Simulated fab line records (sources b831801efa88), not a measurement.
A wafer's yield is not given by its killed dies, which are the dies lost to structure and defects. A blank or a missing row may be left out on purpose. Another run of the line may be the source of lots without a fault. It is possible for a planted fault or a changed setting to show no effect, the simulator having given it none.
8D (eight disciplines) problem report, filled in by code / flow gf180mcu / the parts of the form that need people (team, actions taken, sign-off) are left out

## 1. PROBLEM STATEMENT
Mean of bias w at GF_M2_METAL_ETCH_16: 210.5 W across 3 wafers in 2 lots; on wafers with no fault it is 140.0 W (standard deviation 0.42). That is +99 or more standard deviations from the usual mean.
The step: etches the open film in Cl2/BCl3, stops on SiO2, target depth 750.8 nm, time 125.1 s.
Seen first at day 23 16:49 on rie metal-03, wafer L744.1. At this step, 33 wafers from 11 lots have a number in the record. By rule, "out" or "out of limits" means more than 4 standard deviations away from the usual mean. All remaining wafers that have a number are taken as sound.

## 2. WHAT THIS IS AND IS NOT
question=which readings at this step | is=bias w | is not=drypump motor current A, oes product au
question=which lots | is=L744, L748 | is not=L732, L733, L734, L736, L742, L743, L746, L754, L755
question=which wafers of those lots | is=L744.1, L744.3, L748.6 | is not=L744.4, L748.1, L748.4
question=read on which tools | is=rie metal-03 | is not=rie metal-01, rie metal-02
question=when | is=from day 23 16:49 | is not=up to then (19 sound wafers); but 11 sound wafers of L746, L748, L754, L755 came after

## 3. WHAT RULES OUT EACH SUSPECT
Counting: any tool at a process step up to the reading remains a suspect provided it ran every lot that is out. Sound lots after the first of them don't rule it out here, since some wafers of a struck lot are sound.
- rie metal-03 at GF_M2_METAL_ETCH_16 (etches the open film in Cl2/BCl3, stops on SiO2, target depth 750.8 nm, time 125.1 s): kept. It processed each lot that is out (first: L744, day 23 16:49); up to then, its last sound lot is L743 (day 23 06:51). On those wafers its own readings are out: bias w.
- Within rie metal-03 at GF_M2_METAL_ETCH_16, the wafers that are out were processed in chamber 1 and their sound lot-mates in chamber 0.
After counting, what remains is rie metal-03 at GF_M2_METAL_ETCH_16.

## 4. THE CAUSE (what the simulator had put in)
rie metal-03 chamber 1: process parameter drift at GF_M2_METAL_ETCH_16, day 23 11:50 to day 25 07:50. From 140, the setting bias w moved by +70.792. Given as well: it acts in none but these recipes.
The count eliminated every tool but this one.

## 5. THE CHAIN OF EFFECTS, in route order
Rows list readings where the struck wafers' mean (over those with a number) sits beyond 3 standard deviations from the usual. Scope: only readings with a usual standard deviation given in the record; hours: median across lots of the time from each lot's start at the first step in this table that gives one to its start at this step; sigmas: change in usual standard deviations.
hours=0; step=GF_M2_METAL_ETCH_16; reading=bias w; usual=140.0 W; on struck wafers=210.5; change=+70.5; sigmas=+99 or more
hours=0; step=GF_M2_STRIP_17; reading=oes product au; usual=0.538 a.u.; on struck wafers=0.519; change=-0.019; sigmas=-3.8
hours=0; step=GF_M2_STRIP_17; reading=strip time to endpoint s; usual=7.38 s; on struck wafers=6.96; change=-0.42; sigmas=-8.6
Its process steps:
- GF_M2_METAL_ETCH_16: etches the open film in Cl2/BCl3, stops on SiO2, target depth 750.8 nm, time 125.1 s.
- GF_M2_STRIP_17: strips in O2/N2.
Later measuring or inspecting steps at which every struck wafer that the step has a row for has a number for every such reading, and none has moved that far: GF_V3_OVL_MEAS_15.

## 6. WHAT WOULD HAVE CAUGHT IT SOONER
First out-of-limits reading in this record: day 23 16:49, which is 5 hours after fault onset at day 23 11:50.
